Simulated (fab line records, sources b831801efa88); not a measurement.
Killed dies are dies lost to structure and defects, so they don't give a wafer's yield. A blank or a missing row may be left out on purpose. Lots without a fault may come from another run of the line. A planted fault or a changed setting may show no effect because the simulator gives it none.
Chamber matching | flow sfq_line | SFQ_TRILAYER_A5B_DEP_PECVD_129 on pecvd-01: 3 sister chambers
The step deposits SiO2 from SiH4/N2O, time 133.33 s, target thk 600 nm. 3 wafers are shown with their chamber, then 8 later ones without.

WAFERS WITH THEIR CHAMBER
wafer  | chamber | throttle_valve_pct (%)
L388.4 | 2       | 24.6
L388.6 | 1       | 23.9
L391.2 | 0       | 25.0

WAFERS WITHOUT THEIR CHAMBER
wafer  | throttle_valve_pct (%)
L391.5 | 23.9
L391.6 | 24.8
L396.1 | 23.9
L396.3 | 25.1
L396.6 | 24.9
L397.1 | 25.0
L397.4 | 25.2
L397.5 | 24.3

WHICH CHAMBER EACH WENT THROUGH
wafer  | from the rows above     | in truth
L391.5 | 1                       | 1
L391.6 | can't be placed: 0 or 2 | 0
L396.1 | 1                       | 1
L396.3 | 0                       | 0
L396.6 | can't be placed: 0 or 2 | 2
L397.1 | 0                       | 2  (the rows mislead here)
L397.4 | 0                       | 0
L397.5 | can't be placed: 2 or 1 | 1
Placed correctly: 4 of 8. Can't be placed from these rows: 3 (the true chamber is among the candidates in 3). Placed wrongly: 1.
How it was worked out, from the rows above alone: a wafer's distance from a chamber is the root of the sum, over the readings, of the square of ((its reading less the chamber's mean) divided by the reading's scatter). The wafer belongs to the nearest chamber; if the next one is less than 2 further off, it can't be placed. A chamber's mean is the mean of its shown wafers. The scatter: with one shown wafer a chamber, the root of the mean of the squares of how far each hidden wafer lies from its nearest shown one.
